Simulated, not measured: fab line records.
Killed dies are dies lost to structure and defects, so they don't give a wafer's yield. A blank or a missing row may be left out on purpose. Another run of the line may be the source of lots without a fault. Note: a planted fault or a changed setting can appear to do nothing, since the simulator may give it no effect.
The tool behind it: which one?	flow gf180mcu	Sampling: 13 lots, 37 wafers, 5 of 602 route steps

## WHAT THE GAUGES READ, wafer by wafer
GF_PASSIVATION_THK_MEAS_01.
lot	measured	on	PASSIVATION_CVD_00_THK (nm)
L561	day 28 10:05	filmMetro-02	1006 1011 1010
L562	day 28 14:40	filmMetro-01	1003 986 1009
L563	day 28 23:35	filmMetro-04	999 996 1015
L564	day 29 03:49	filmMetro-01	991 997 994
L565	day 29 15:43	filmMetro-01	983 975 989
L567	day 30 02:31	filmMetro-02	964 976 996
L568	day 30 08:05	filmMetro-01	1002 1016 997
L569	day 30 14:14	filmMetro-04	985 1020 1008
L571	day 31 15:26	filmMetro-02	991 1001 1004
L572	day 31 20:09	filmMetro-04	997 1021 999
L573	day 32 06:11	filmMetro-02	999 993 1000
L576	day 32 21:30	filmMetro-04	1497 1009
L582	day 34 03:22	filmMetro-04	977 1486

## WHAT TOOL EACH LOT RAN ON (gives the tool, then ch and the chambers of the sampled wafers, and finally the start)
lot	GF_M3_SPUTTER_00	GF_V3_ETCH_17	GF_MIM_SPUTTER_00	GF_PASSIVATION_CVD_00
L561	pvdSputter-03, day 20 13:47	rieDiel-01 ch 0,3, day 24 18:26 or earlier	pvdSputter-02, day 24 18:26	pecvd-02 ch 1,2, day 28 09:58
L562	pvdSputter-04, day 20 19:20	rieDiel-02 ch 0,1,2, day 24 22:05 or earlier	pvdSputter-03, day 24 22:05	pecvd-02 ch 0,1,2, day 28 14:35
L563	pvdSputter-04, day 21 07:36	rieDiel-01 ch 1,2,3, day 25 09:46 or earlier	pvdSputter-03, day 25 09:46	pecvd-01 ch 0,2, day 28 23:29
L564	pvdSputter-03, day 21 12:08	rieDiel-01 ch 2,3, day 25 12:46 or earlier	pvdSputter-04, day 25 12:46	pecvd-04 ch 0,1,2, day 29 03:44
L565	pvdSputter-02, day 22 01:52	rieDiel-04 ch 0,1,3, day 26 03:12 or earlier	pvdSputter-02, day 26 03:12	pecvd-01 ch 1,2, day 29 15:37
L567	pvdSputter-03, day 22 17:30	rieDiel-02 ch 0,1,2, day 26 15:38 or earlier	pvdSputter-04, day 26 15:38	pecvd-01 ch 0,1, day 30 02:26
L568	pvdSputter-03, day 22 23:06	rieDiel-02 ch 0,1,2, day 26 21:00 or earlier	pvdSputter-02, day 26 21:00	pecvd-01 ch 0,1,2, day 30 08:01
L569	pvdSputter-04, day 23 06:41	rieDiel-01 ch 0,1,2, day 27 04:00 or earlier	pvdSputter-04, day 27 04:00	pecvd-01 ch 0,1, day 30 14:10
L571	pvdSputter-03, day 24 12:58	rieDiel-04 ch 1,2,3, day 28 07:37 or earlier	pvdSputter-03, day 28 07:37	pecvd-04 ch 0,1,2, day 31 15:20
L572	pvdSputter-03, day 24 15:58	rieDiel-01 ch 2,3, day 28 13:05 or earlier	pvdSputter-03, day 28 13:05	pecvd-02 ch 0,2, day 31 20:04
L573	pvdSputter-02, day 25 09:25	rieDiel-01 ch 0,1,3, day 29 01:13 or earlier	pvdSputter-04, day 29 01:13	pecvd-02 ch 0,1, day 32 06:07
L576	pvdSputter-03, day 26 03:29	rieDiel-01 ch 0,3, day 29 18:16 or earlier	pvdSputter-04, day 29 18:16	pecvd-02 ch 0,2, day 32 21:26
L582	pvdSputter-02, day 27 16:04	rieDiel-02 ch 0,3, day 31 02:59 or earlier	pvdSputter-02, day 31 02:59	pecvd-02 ch 0,1, day 34 03:17
- GF_M3_SPUTTER_00: material Ti, target thk 37.5 nm, time 150 s.
- GF_V3_ETCH_17: etches SiO2 in C4F8/O2/Ar, stops on TiN, target depth 635 nm.
- GF_MIM_SPUTTER_00: material Ti, target thk 37.5 nm, time 150 s.
- GF_PASSIVATION_CVD_00: deposits SiO2 from TEOS, target thk 1000 nm, time 111.95 s.

## AS READ BY THE TOOLS THEMSELVES (means over the sampled wafers that have a number; for cases with no such wafer, the mark the record gives instead)
GF_M3_SPUTTER_00.
lot	tool	throttleValvePct (%)
L561	pvdSputter-03	31.7
L562	pvdSputter-04	30.1
L563	pvdSputter-04	30.1
L564	pvdSputter-03	31.9
L565	pvdSputter-02	29.5
L567	pvdSputter-03	31.1
L568	pvdSputter-03	31.1
L569	pvdSputter-04	28.8
L571	pvdSputter-03	31.1
L572	pvdSputter-03	31.2
L573	pvdSputter-02	29.0
L576	pvdSputter-03	31.8
L582	pvdSputter-02	29.9

GF_V3_ETCH_17.
lot	tool	oesProductAu (a.u.)	rfFwdPowerW (W)
L561	rieDiel-01	0.858	1498
L562	rieDiel-02	0.854	1490
L563	rieDiel-01	0.854	1490
L564	rieDiel-01	0.855	1492
L565	rieDiel-04	0.855	1486
L567	rieDiel-02	0.854	1500
L568	rieDiel-02	0.851	1492
L569	rieDiel-01	0.854	1494
L571	rieDiel-04	0.852	1496
L572	rieDiel-01	0.855	1493
L573	rieDiel-01	0.858	1490
L576	rieDiel-01	0.855	1491
L582	rieDiel-02	0.859	1484

GF_MIM_SPUTTER_00.
lot	tool	throttleValvePct (%)
L561	pvdSputter-02	29.3
L562	pvdSputter-03	31.2
L563	pvdSputter-03	31.2
L564	pvdSputter-04	29.1
L565	pvdSputter-02	29.2
L567	pvdSputter-04	29.8
L568	pvdSputter-02	29.6
L569	pvdSputter-04	28.1
L571	pvdSputter-03	30.9
L572	pvdSputter-03	30.9
L573	pvdSputter-04	29.1
L576	pvdSputter-04	28.6
L582	pvdSputter-02	29.2

GF_PASSIVATION_CVD_00.
lot	tool	heaterPowerW (W)	rfFwdPowerW (W)
L561	pecvd-02	551	594.7
L562	pecvd-02	605	594.8
L563	pecvd-01	614	597.1
L564	pecvd-04	590	595.8
L565	pecvd-01	631	596.9
L567	pecvd-01	531	595.3
L568	pecvd-01	607	594.5
L569	pecvd-01	558	598.2
L571	pecvd-04	625	596.2
L572	pecvd-02	619	594.3
L573	pecvd-02	636	595.6
L576	pecvd-02	650	594.4
L582	pecvd-02	702	593.0

## THE ANSWER, worked out from the rows above alone
Rule: the usual values come from the lots themselves. The widest of any qualifying gaps counts: lots, ordered by their means at a reading, are off when they make up no more than a third of the lots, leave a main group of 4 or more, and stand apart from it by 3 or more times the standard deviation of that group's means. Not used: any main group whose means are identical at the precision the tables above print for the reading. A lot without any number at a reading at which 4 lots or more have one is off too. The other lots that the step has rows for count as sound. First the gauges in route order, then the tools' own readings, where a lot's mean is used as printed above. At the first step where some lot is off, the reading lying furthest off is the one used; lots without a number count as furthest.
Off: at GF_PASSIVATION_THK_MEAS_01 (PASSIVATION_CVD_00_THK), L576, L582. Main group: mean 998 nm, sd 9.2.
A tool fits if, at a process step before that reading, it ran every lot that is off, and no sound lot after the first of them. The gauges at GF_PASSIVATION_THK_MEAS_01 are tried like those tools. Because GF_V3_ETCH_17 lacks a start for some lots, the hours and order of its lots are taken from GF_MIM_SPUTTER_00. Can't be told from this: 2 tools fit, pecvd-02 at GF_PASSIVATION_CVD_00, filmMetro-04 at GF_PASSIVATION_THK_MEAS_01.

## WHAT HAD BEEN PUT IN BY THE SIMULATOR
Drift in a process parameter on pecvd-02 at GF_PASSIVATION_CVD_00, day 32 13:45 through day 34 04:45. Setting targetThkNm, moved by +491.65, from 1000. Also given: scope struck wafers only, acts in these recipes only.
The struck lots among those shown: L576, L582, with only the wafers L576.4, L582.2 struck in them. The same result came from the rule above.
